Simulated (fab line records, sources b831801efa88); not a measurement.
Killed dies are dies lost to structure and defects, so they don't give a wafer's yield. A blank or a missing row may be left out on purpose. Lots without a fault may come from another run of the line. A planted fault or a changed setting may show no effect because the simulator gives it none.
Chamber matching | flow gf180mcu | GF_STI_CMP_25 on cmp-02: 4 sister chambers
The step polishes, stops on Si3N4, t overpolish 33 s, target thk 524.6 nm. 4 wafers are shown with their chamber, then 9 later ones without.

WAFERS WITH THEIR CHAMBER
wafer  | chamber | motor_current_A (A)
L338.4 | 1       | 13.8
L338.5 | 3       | 10.7
L344.3 | 2       | 13.4
L344.5 | 0       | 9.5

WAFERS WITHOUT THEIR CHAMBER
wafer  | motor_current_A (A)
L346.2 | 12.8
L346.3 | 13.9
L346.4 | 9.5
L348.2 | 9.2
L348.5 | 14.0
L348.6 | 9.1
L349.1 | 13.2
L349.3 | 14.2
L349.6 | 13.7

WHICH CHAMBER EACH WENT THROUGH
wafer  | from the rows above     | in truth
L346.2 | can't be placed: 2 or 1 | 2
L346.3 | can't be placed: 1 or 2 | 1
L346.4 | 0                       | 0
L348.2 | 0                       | 0
L348.5 | can't be placed: 1 or 2 | 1
L348.6 | 0                       | 0
L349.1 | can't be placed: 2 or 1 | 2
L349.3 | can't be placed: 1 or 2 | 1
L349.6 | can't be placed: 1 or 2 | 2
Placed correctly: 3 of 9. Can't be placed from these rows: 6 (the true chamber is among the candidates in 6). Placed wrongly: 0.
How it was worked out, from the rows above alone: a wafer's distance from a chamber is the root of the sum, over the readings, of the square of ((its reading less the chamber's mean) divided by the reading's scatter). The wafer belongs to the nearest chamber; if the next one is less than 2 further off, it can't be placed. A chamber's mean is the mean of its shown wafers. The scatter: with one shown wafer a chamber, the root of the mean of the squares of how far each hidden wafer lies from its nearest shown one.
